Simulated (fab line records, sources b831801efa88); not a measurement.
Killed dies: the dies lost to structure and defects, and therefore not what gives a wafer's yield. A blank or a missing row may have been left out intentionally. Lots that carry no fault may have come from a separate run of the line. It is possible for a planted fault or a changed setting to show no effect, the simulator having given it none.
A struck lot beside a sound one :: flow sfq-line :: 43 out of 325 route steps
Sound: these wafers, L512.1, L512.2, L512.6. Wafers struck: L503.2, L503.3, L503.6. The cause comes at the end.
Order at every step that has rows: each side's tool, ch and its chambers, its first start. Under that, the readings that differ: sound wafers :: struck wafers :: difference of the means :: sigmas: that difference in standard deviations of wafers without a fault.
alike: readings with means less than 2 such deviations apart, plus words and numbers identical on both sides. not compared: withheld readings, readings lacking a value on some wafer, bounds such as >300 that could conceal the same value, and numbers that have no deviation in the record and whose values overlap.
A row with sigmas, a row that says differs or no value, or rows on one side alone: a step with any of these is where the two part. Non-overlapping numbers with no deviation appear without sigmas and do not part them. A reading that every wafer of one side lacks parts them only if that side has two wafers or more.

SFQ_TRILAYER_JJ_CE_BARC_OPEN_RIE_150: chemistry O2, target BARC, target depth 240 nm, time 80 s.
  sound on rie-metal-02 ch 0,1, day 65 10:26; struck on rie-metal-01 ch 0,1, day 62 10:19
  alike: drypump-motor-current-A, oes-product-au, rf-fwd-power-W
  not compared: rf-hours-counter-h
then, 10 steps without rows for these wafers: SFQ_TRILAYER_JJ_CE_ETCH_RIE_118 (chemistry SF6, target Nb, stops on Al2O3, time 97.7 s, target depth 170 nm); SFQ_TRILAYER_JJ_ANODIZE_ANODIZE_119; SFQ_TRILAYER_JJ_CE_STRIP_STRIP_120 (strips in O2); SFQ_TRILAYER_JJ_CE_STRIP_SOLV_CLEAN_121 (cleans in NMP, time 600 s); SFQ_TRILAYER_M5_LITHO_COAT_128 (resist thk 62 nm); SFQ_TRILAYER_M5_LITHO_COAT_123 (resist thk 600 nm); SFQ_TRILAYER_M5_LITHO_SOFTBAKE_127; SFQ_TRILAYER_M5_LITHO_EXPOSE_124 (exposes mask M5, target cd 700 nm); SFQ_TRILAYER_M5_LITHO_PEB_126 (peb time 60 s); SFQ_TRILAYER_M5_LITHO_DEVELOP_125 (time 60 s).
-- the record jumps here: 5 days lie between the struck wafers' starts before and after --
SFQ_M5_OVL_MEAS_932:
  sound: overlay-01 at day 69 09:37; struck: overlay-01 at day 67 09:37
reading: M5_OVL (nm)
sound: -11 -8 -4
struck: 4 4 5
difference: +12
sigmas: +2
SFQ_TRILAYER_M5_BARC_OPEN_METAL_ETCH_161: etches BARC in O2, target depth 125 nm, time 41.7 s.
  sound on rie-metal-03 ch 0,1, day 69 09:39; struck on rie-metal-03 ch 0,1, day 67 09:39
  no value came back on the struck wafers for any of 5 readings (bias-w (W), chamber-pressure-mTorr (mTorr) and others); on the sound wafers bias-w (W) reads 79.96 80.09 80.04
reading: model.KrF_of_TRILAYER_M5_LITHO_COAT_123.thk-nm (nm)
sound: 523.4 522.5 522.4
struck: 572.2 574.3 573
difference: +50.4
sigmas: 
  not compared: rf-hours-counter-h
SFQ_TRILAYER_M5_ETCH_METAL_ETCH_126: etches Nb in Cl2/BCl3, stops on SiO2, time 203.2 s, target depth 265 nm.
  sound on rie-metal-03 ch 0,1, day 69 09:43; struck on rie-metal-03 ch 0,1, day 67 09:43
reading: oes-product-au (a.u.)
sound: 0.721 0.730 0.721
struck: 0.374 0.379 0.377
difference: -0.347
sigmas: -60

reading: model.KrF_of_TRILAYER_M5_LITHO_COAT_123.thk-nm (nm)
sound: 369.8 368.4 369.3
struck: 417.3 418.5 418
difference: +48.8
sigmas: 
  alike: bias-w, chamber-pressure-mTorr, drypump-motor-current-A, rf-fwd-power-W
  not compared: rf-hours-counter-h
then, 2 steps without rows for these wafers: SFQ_TRILAYER_M5_STRIP_STRIP_127 (strips in O2); SFQ_TRILAYER_M5_STRIP_SOLV_CLEAN_128 (cleans in NMP, time 600 s).
SFQ_TRILAYER_A5B_DEP_PECVD_129: deposits SiO2 from SiH4/N2O, time 133.33 s, target thk 600 nm.
  sound on pecvd-01 ch 0,1, day 69 10:41; struck on pecvd-04 ch 0,1,2, day 67 10:41
reading: throttle-valve-pct (%)
sound: 26.5 25.7 26.3
struck: 22.9 23.4 24.1
difference: -2.7
sigmas: -2
  alike: heater-power-w, rf-fwd-power-W, susceptor-temp-C
then, 2 steps without rows for these wafers: SFQ_TRILAYER_A5B_CMP_CMP_130 (polishes, stops on Nb, target thk 340.7 nm); SFQ_TRILAYER_A5B_METRO_MEASURE_131.
SFQ_TRILAYER_R5_DEP_SPUTTER_132: material Ti, target thk 5 nm, time 5 s.
  sound: pvd-sputter-03 at day 69 19:49; struck: pvd-sputter-04 at day 67 21:43
  alike: throttle-valve-pct
SFQ_TRILAYER_R5_DEP_SPUTTER_133: material MoNx, target thk 40 nm, time 66.7 s.
  sound: pvd-sputter-03 at day 69 19:50; struck: pvd-sputter-04 at day 67 21:44
  alike: throttle-valve-pct
then, 1 step without rows for these wafers: SFQ_TRILAYER_R5_DEP_SPUTTER_134 (material Ti, target thk 5 nm, time 5 s).
SFQ_R5_RS_MEAS_933: measurement is done with a four-point probe.
  sound: film-metro-01 at day 69 19:54; struck: film-metro-01 at day 67 21:49
  alike: R5_MONX_RS
SFQ_R5_THK_MEAS_934: measures by xrf.
  sound: film-metro-01 at day 69 20:01; struck: film-metro-01 at day 67 21:56
  alike: R5_MONX_THK
then, 3 steps without rows for these wafers: SFQ_TRILAYER_R5_LITHO_COAT_141 (resist thk 62 nm); SFQ_TRILAYER_R5_LITHO_COAT_136 (resist thk 600 nm); SFQ_TRILAYER_R5_LITHO_SOFTBAKE_140.
-- the record jumps here: 4 days lie between the struck wafers' starts before and after --
SFQ_TRILAYER_R5_LITHO_EXPOSE_137: exposes mask R5, target cd 500 nm.
  sound on krf-scanner-01 ch 0, day 73 11:46; struck on krf-scanner-01, day 72 09:34
  no value came back on the struck wafers for exposure-dose-mJ-cm2, focus-offset-nm (nm); on the sound wafers exposure-dose-mJ-cm2 reads 14.397 14.392 14.407
  alike: mask
then, 2 steps without rows for these wafers: SFQ_TRILAYER_R5_LITHO_PEB_139 (peb time 60 s); SFQ_TRILAYER_R5_LITHO_DEVELOP_138 (time 60 s).
SFQ_R5_OVL_MEAS_935:
  sound: overlay-01 at day 73 13:16; struck: overlay-01 at day 72 10:52
reading: R5_OVL (nm)
sound: -2 0 0
struck: - - -
difference: no value on the struck wafers
sigmas: 
SFQ_TRILAYER_R5_BARC_OPEN_METAL_ETCH_177: etches BARC in O2, target depth 125 nm, time 41.7 s.
  sound on rie-metal-04 ch 0,1, day 73 13:18; struck on rie-metal-01 ch 0,1, day 72 10:54
reading: drypump-motor-current-A (A)
sound: 6.4 6.6 6.5
struck: 5.4 5.4 5.6
difference: -1.0
sigmas: -2

reading: rf-fwd-power-W (W)
sound: 589.7 595.2 591.0
struck: 598.3 596.8 596.2
difference: +5.1
sigmas: +3
  alike: bias-w, chamber-pressure-mTorr, oes-product-au
  not compared: rf-hours-counter-h
then, 9 steps without rows for these wafers: SFQ_TRILAYER_R5_ETCH_METAL_ETCH_139 (etches the open film in Cl2, stops on SiO2, target depth 60 nm, time 40 s); SFQ_TRILAYER_R5_STRIP_STRIP_140 (strips in O2); SFQ_TRILAYER_R5_STRIP_SOLV_CLEAN_141 (cleans in NMP, time 600 s); SFQ_TRILAYER_A5C_DEP_PECVD_142 (deposits SiO2 from SiH4/N2O, time 15.556 s, target thk 70 nm); SFQ_TRILAYER_I5_LITHO_COAT_149 (resist thk 62 nm); SFQ_TRILAYER_I5_LITHO_COAT_144 (resist thk 650 nm); SFQ_TRILAYER_I5_LITHO_SOFTBAKE_148; SFQ_TRILAYER_I5_LITHO_PEB_147 (peb time 60 s); SFQ_TRILAYER_I5_LITHO_DEVELOP_146 (time 60 s).
SFQ_TRILAYER_I5_ETCH_VIA_ETCH_147: etches the open film in CHF3, stops on Nb, target depth 360 nm.
  sound on rie-diel-01 ch 1,2,3, day 73 16:52; struck on rie-diel-03 ch 2,3, day 72 14:25
reading: oes-product-au (a.u.)
sound: 0.980 0.999 0.979
struck: 0.375 0.376 0.371
difference: -0.612
sigmas: -99 or more
  alike: bias-w, chamber-pressure-mTorr, drypump-motor-current-A, rf-fwd-power-W
-- the record jumps here: 17 days lie between the struck wafers' starts before and after --
SFQ_M8_BOW_MEAS_951:
  sound: film-metro-04 at day 91 12:43; struck: film-metro-02 at day 89 16:38
reading: model.etest.m5.comb-log10-ohm
sound: 12 12 12
struck: 0 0 0
difference: -12
sigmas: 

reading: model.etest.r5.comb-log10-ohm
sound: 12 12 12
struck: 0 0 0
difference: -12
sigmas: 

reading: model.etest.jj.g-times
sound: 1.008 1.005 1.008
struck: 0 0 0
difference: -1
sigmas: 
  alike: M8_BOW

WHERE THEY PART
Last at SFQ_TRILAYER_I5_ETCH_VIA_ETCH_147 as far as this record goes, first at SFQ_M5_OVL_MEAS_932. Later steps at which nothing parts them and some readings are alike: SFQ_M8_BOW_MEAS_951.

WHY: what the simulator had put in
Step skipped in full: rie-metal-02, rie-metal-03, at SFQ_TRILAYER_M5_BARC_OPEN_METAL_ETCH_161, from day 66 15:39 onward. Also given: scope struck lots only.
